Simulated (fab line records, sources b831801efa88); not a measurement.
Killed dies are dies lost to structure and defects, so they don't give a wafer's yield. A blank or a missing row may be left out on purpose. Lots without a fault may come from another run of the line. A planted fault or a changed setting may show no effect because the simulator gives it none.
One fault seen from 2 desks | flow gf180mcu | each desk has only its own numbers; what lay behind them comes last

THE METROLOGY DESK
What the gauges read, lot by lot, whatever tool the lot ran on: means of the sampled wafers that have a number. A lot is out of limits, marked OUT, if its mean lies more than 4 standard deviations from the usual mean; the brackets give that distance.
Columns: A = STI_CVD_03_THK at GF_STI_THK_MEAS_04, usual 207.6 nm; B = STI_CVD_23_THK at GF_STI_THK_MEAS_24, usual 657 nm; C = HV_LDD_03_OVL at GF_HV_LDD_OVL_MEAS_47, usual 0.7 nm; D = V1_BOW at GF_V1_BOW_MEAS_05, usual 85 um
lot  | first seen here | A               | B   | C    | D
L375 | day 1 13:34     | 209.2           | 663 | 0.7  | 77
L377 | day 1 23:49     | 208.3           | 654 | 1.3  | 89
L378 | day 2 06:44     | 207.9           | 660 | -2.2 | 84
L379 | day 2 09:34     | 210.5           | 663 | -0.0 | 90
L380 | day 2 15:31     | 206.6           | 656 | -0.7 | 88
L381 | day 2 22:14     | 210.6           | 653 | 0.8  | 79
L382 | day 3 00:34     | 208.2           | 652 | 3.0  | 79
L384 | day 3 10:35     | 231.5 (+12) OUT | 658 | 1.0  | 86
L385 | day 3 15:58     | 206.3           | 657 | -0.1 | 82
L387 | day 4 01:34     | 205.7           | 655 | 1.6  | 72
L396 | day 5 22:41     | 207.4           | 652 | -0.1 | 91
L397 | day 6 04:34     | 206.7           | 647 | 2.7  | 80
This desk's finding: out of limits on L384; first on L384, day 3 10:35 (STI_CVD_03_THK at GF_STI_THK_MEAS_04). In limits: L375, L377, L378, L379, L380, L381, L382, L385, L387, L396, L397.

THE TOOL OWNER'S DESK: lpcvd-01
The tool's own readings at GF_STI_CVD_03 (deposits Si3N4 from DCS/NH3, target thk 207.16 nm, time 3551 s): means of the sampled wafers that have a number, for each lot that ran on this tool. A lot is out of limits, marked OUT, if its mean lies more than 4 standard deviations from the usual mean; the brackets give that distance.
Columns: A = spike_tc_bottom_C at GF_STI_CVD_03, usual 790.1 C; B = spike_tc_upper_C at GF_STI_CVD_03, usual 769.9 C
lot  | first seen here | A     | B
L375 | day 1 11:34     | 788.9 | 769.0
L377 | day 1 21:50     | 789.2 | 769.3
L379 | day 2 07:34     | 789.8 | 769.3
L380 | day 2 13:31     | 788.8 | 769.2
L381 | day 2 20:14     | 789.2 | 770.0
L384 | day 3 08:34     | 793.0 | 769.5
This desk's finding: nothing out of limits on any of the 6 lots.

PUT TOGETHER
The metrology desk could have raised an alarm at day 3 10:35, on L384.
The tool owner's desk saw nothing out of limits.
The tool owner's desk has L384 on record, within its limits.
Of the lots named, all ran GF_STI_CVD_03 on lpcvd-01.

WHAT THE SIMULATOR HAD PUT IN
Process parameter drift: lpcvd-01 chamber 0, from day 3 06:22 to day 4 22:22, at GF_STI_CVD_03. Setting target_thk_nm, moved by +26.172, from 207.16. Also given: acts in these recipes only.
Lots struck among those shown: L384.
Hours from the fault's start to each desk's first reading out of limits: the metrology desk, 4.
